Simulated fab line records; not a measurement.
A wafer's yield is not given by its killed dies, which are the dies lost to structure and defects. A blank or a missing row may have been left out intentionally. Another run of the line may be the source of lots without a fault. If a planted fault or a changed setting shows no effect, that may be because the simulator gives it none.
Which of the tools did it? + flow sky130 + 13 lots with 37 wafers sampled at 4 steps, on a route of 708 steps

== WHAT THE GAUGES READ, wafer by wafer ==
SKY_LOCAL_INTERCONNECT_THK_MEAS_02: measures by xrf. Usual: LOCAL_INTERCONNECT_TIN_THK 98.8 nm, standard deviation 1.1.
| lot  | measured     | on            | LOCAL_INTERCONNECT_TIN_THK (nm) | flag |
|------|--------------|---------------|---------------------------------|------|
| L879 | day 28 22:11 | film metro-04 | 98.5 98.2 99.0                  |      |
| L880 | day 29 12:40 | film metro-03 | 97.3 97.4 97.6                  |      |
| L881 | day 30 00:13 | film metro-01 | 99.3 98.4 99.4                  |      |
| L882 | day 30 04:56 | film metro-01 | 100.7 100.1 102.2               |      |
| L885 | day 31 00:33 | film metro-01 | 98.6 98.2 97.9                  |      |
| L886 | day 31 12:55 | film metro-03 | 99.4 99.8 100.4                 |      |
| L888 | day 32 12:55 | film metro-03 | 98.3 98.4 98.7                  |      |
| L889 | day 32 19:54 | film metro-04 | 97.8 97.3 98.0                  |      |
| L890 | day 33 05:01 | film metro-04 | 98.3 98.0 98.1                  |      |
| L894 | day 34 06:37 | film metro-01 | 98.9 99.3 99.9                  |      |
| L892 | day 34 12:49 | film metro-04 | 98.6                            |      |
| L896 | day 34 16:26 | film metro-01 | 98.9 98.7 98.7                  |      |
| L902 | day 36 12:16 | film metro-03 | 100.2 99.9 99.7                 |      |

SKY_METAL1_CD_MEAS_15: the cd target is 140 nm. Usual: cd nm reads 140.1 nm (standard deviation 1.4).
| lot  | measured     | on        | cd nm (nm)        | flag |
|------|--------------|-----------|-------------------|------|
| L879 | day 32 13:17 | cd sem-01 | 141.0 141.0 139.9 |      |
| L880 | day 33 02:39 | cd sem-02 | 140.4 138.5 140.0 |      |
| L881 | day 33 13:44 | cd sem-01 | 137.2 137.2 138.0 |      |
| L882 | day 33 19:00 | cd sem-02 | 138.4 138.6 139.3 |      |
| L885 | day 34 13:40 | cd sem-01 | 141.0 138.4 140.5 |      |
| L886 | day 35 01:49 | cd sem-02 | 140.0 140.3 139.3 |      |
| L888 | day 35 22:57 | cd sem-01 | 140.7 140.7 141.9 |      |
| L889 | day 36 07:50 | cd sem-01 | 138.1 136.8 136.7 |      |
| L890 | day 36 15:16 | cd sem-01 | 138.7 138.9 140.3 |      |
| L894 | day 37 15:55 | cd sem-02 | 135.9 138.4 138.5 |      |
| L892 | day 37 22:46 | cd sem-02 | 142.5             |      |
| L896 | day 38 01:36 | cd sem-02 | 141.0 141.5 138.6 |      |
| L902 | day 39 18:21 | cd sem-01 | 138.7 139.1 137.6 |      |

== WHAT TOOL EACH LOT RAN ON (gives the tool, then ch and the chambers of the sampled wafers, and finally the start) ==
| lot  | SKY_CONTACT_STRIP_19                 | SKY_CONTACT_CMP_27            |
|------|--------------------------------------|-------------------------------|
| L879 | plasma asher-04 ch 0,1, day 31 08:07 | cmp-01 ch 0,1, day 31 09:09   |
| L880 | plasma asher-04 ch 1, day 31 22:13   | cmp-02 ch 0,1,2, day 31 23:36 |
| L881 | plasma asher-01 ch 0,1, day 32 08:58 | cmp-01 ch 0,1, day 32 09:55   |
| L882 | plasma asher-04 ch 1, day 32 13:55   | cmp-01 ch 1,2,3, day 32 15:21 |
| L885 | plasma asher-03 ch 0,1, day 33 09:33 | cmp-01 ch 0,1,3, day 33 10:32 |
| L886 | plasma asher-01 ch 0,1, day 33 21:30 | cmp-01 ch 1,2,3, day 33 22:32 |
| L888 | plasma asher-01 ch 0,1, day 34 19:46 | cmp-02 ch 0,2, day 34 20:46   |
| L889 | plasma asher-01 ch 0,1, day 35 03:41 | cmp-01 ch 2,3, day 35 04:39   |
| L890 | plasma asher-03 ch 0,1, day 35 11:34 | cmp-02 ch 1,2,3, day 35 12:32 |
| L894 | plasma asher-04 ch 0,1, day 36 11:43 | cmp-01 ch 0,3, day 36 13:04   |
| L892 | plasma asher-01 ch 0, day 36 19:04   | cmp-02 ch 1, day 36 20:24     |
| L896 | plasma asher-03 ch 0,1, day 36 22:28 | cmp-02 ch 2,3, day 36 23:28   |
| L902 | plasma asher-03 ch 0,1, day 38 16:16 | cmp-01 ch 2,3, day 38 17:13   |
- SKY_CONTACT_STRIP_19: strips in O2/N2.
- SKY_CONTACT_CMP_27: polishes, stops on SiO2, t overpolish 15 s, target thk 0 nm.

== WHAT THE TOOLS THEMSELVES READ (means of the sampled wafers that have a number; where no wafer has one, the mark that the record gives instead) ==
SKY_CONTACT_STRIP_19. Usual: chamber pressure mTorr 1500.0 mTorr, standard deviation 1.5; drypump motor current A 5.7 A, standard deviation 0.36; oes product au 0.381 a.u., standard deviation 0.0044; strip time to endpoint s 3.611 s, standard deviation 0.023.
| lot  | tool            | chamber pressure mTorr (mTorr) | drypump motor current A (A) | oes product au (a.u.) | strip time to endpoint s (s) | flag |
|------|-----------------|--------------------------------|-----------------------------|-----------------------|------------------------------|------|
| L879 | plasma asher-04 | 1500.0                         | 5.9                         | 0.380                 | 3.640                        |      |
| L880 | plasma asher-04 | 1500.9                         | 6.0                         | 0.383                 | 3.615                        |      |
| L881 | plasma asher-01 | 1499.2                         | 5.9                         | 0.385                 | 3.597                        |      |
| L882 | plasma asher-04 | 1501.0                         | 6.0                         | 0.376                 | 3.616                        |      |
| L885 | plasma asher-03 | 1501.1                         | 5.2                         | 0.381                 | 3.616                        |      |
| L886 | plasma asher-01 | 1500.2                         | 5.9                         | 0.381                 | 3.606                        |      |
| L888 | plasma asher-01 | 1500.2                         | 5.9                         | 0.382                 | 3.610                        |      |
| L889 | plasma asher-01 | 1500.8                         | 5.9                         | 0.381                 | 3.593                        |      |
| L890 | plasma asher-03 | 1500.0                         | 5.5                         | 0.382                 | 3.613                        |      |
| L894 | plasma asher-04 | 1499.5                         | 5.9                         | 0.381                 | 3.622                        |      |
| L892 | plasma asher-01 | 1497.7                         | 5.8                         | 0.378                 | 3.735                        | OFF  |
| L896 | plasma asher-03 | 1499.9                         | 5.5                         | 0.385                 | 3.621                        |      |
| L902 | plasma asher-03 | 1498.9                         | 5.2                         | 0.380                 | 3.616                        |      |

SKY_CONTACT_CMP_27. Usual: head pressure psi 3.500 psi, standard deviation 0.0072; motor current A 11.0 A, standard deviation 1.6; overpolish run s 15.001 s, standard deviation 0.0098; time to endpoint s 79.1 s, standard deviation 3.
| lot  | tool   | head pressure psi (psi) | motor current A (A) | overpolish run s (s) | time to endpoint s (s) | flag |
|------|--------|-------------------------|---------------------|----------------------|------------------------|------|
| L879 | cmp-01 | 3.499                   | 9.7                 | 15.003               | 83.2                   |      |
| L880 | cmp-02 | 3.500                   | 11.7                | 15.001               | 83.5                   |      |
| L881 | cmp-01 | 3.511                   | 9.6                 | 15.013               | 80.4                   |      |
| L882 | cmp-01 | 3.498                   | 10.8                | 15.001               | 77.7                   |      |
| L885 | cmp-01 | 3.497                   | 9.8                 | 15.005               | 77.9                   |      |
| L886 | cmp-01 | 3.502                   | 10.7                | 15.005               | 81.2                   |      |
| L888 | cmp-02 | 3.504                   | 11.7                | 15.002               | 82.3                   |      |
| L889 | cmp-01 | 3.499                   | 9.8                 | 15.005               | 79.9                   |      |
| L890 | cmp-02 | 3.506                   | 12.0                | 15.005               | 79.3                   |      |
| L894 | cmp-01 | 3.500                   | 8.8                 | 15.005               | 79.0                   |      |
| L892 | cmp-02 | 3.491                   | 12.7                | 15.017               | 75.7                   |      |
| L896 | cmp-02 | 3.503                   | 12.6                | 14.993               | 78.1                   |      |
| L902 | cmp-01 | 3.494                   | 9.8                 | 14.993               | 76.1                   |      |

== THE ANSWER, worked out from the rows above alone ==
Rule: lot off if the mean of its wafers having a number is beyond 3 standard deviations from the usual mean. A lot without any number at a reading at which 4 lots or more have one is off too. Where the step has rows for the other lots, those lots are counted as sound. Order of review: gauges by route order, followed by the tools' own readings, for which a lot's mean as printed above is used. At the first step where some lot is off, the reading lying furthest off is the one used; lots without a number count as furthest.
Off: L892 (SKY_CONTACT_STRIP_19, strip time to endpoint s).
If a tool, at that step or one of the process steps before it, ran each lot that is off and ran no sound lot following the first of them, it fits. One fits: SKY_CONTACT_STRIP_19 on plasma asher-01. A fault onset in the window from L889 (day 35 03:41, its last sound lot) to L892 (day 36 19:04, its first lot off) fits.
The tool's own readings at SKY_CONTACT_STRIP_19 bear it out: on the lots that are off they differ by more than 5 times the standard deviation of the sound lots' means. strip time to endpoint s reads 3.735 s there against 3.614 s on the sound lots.

== WHAT THE SIMULATOR HAD INSERTED ==
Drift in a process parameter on plasma asher-01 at SKY_CONTACT_STRIP_19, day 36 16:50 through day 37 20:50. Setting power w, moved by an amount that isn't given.
Lots struck among those shown: L892. The same result came from the rule above.
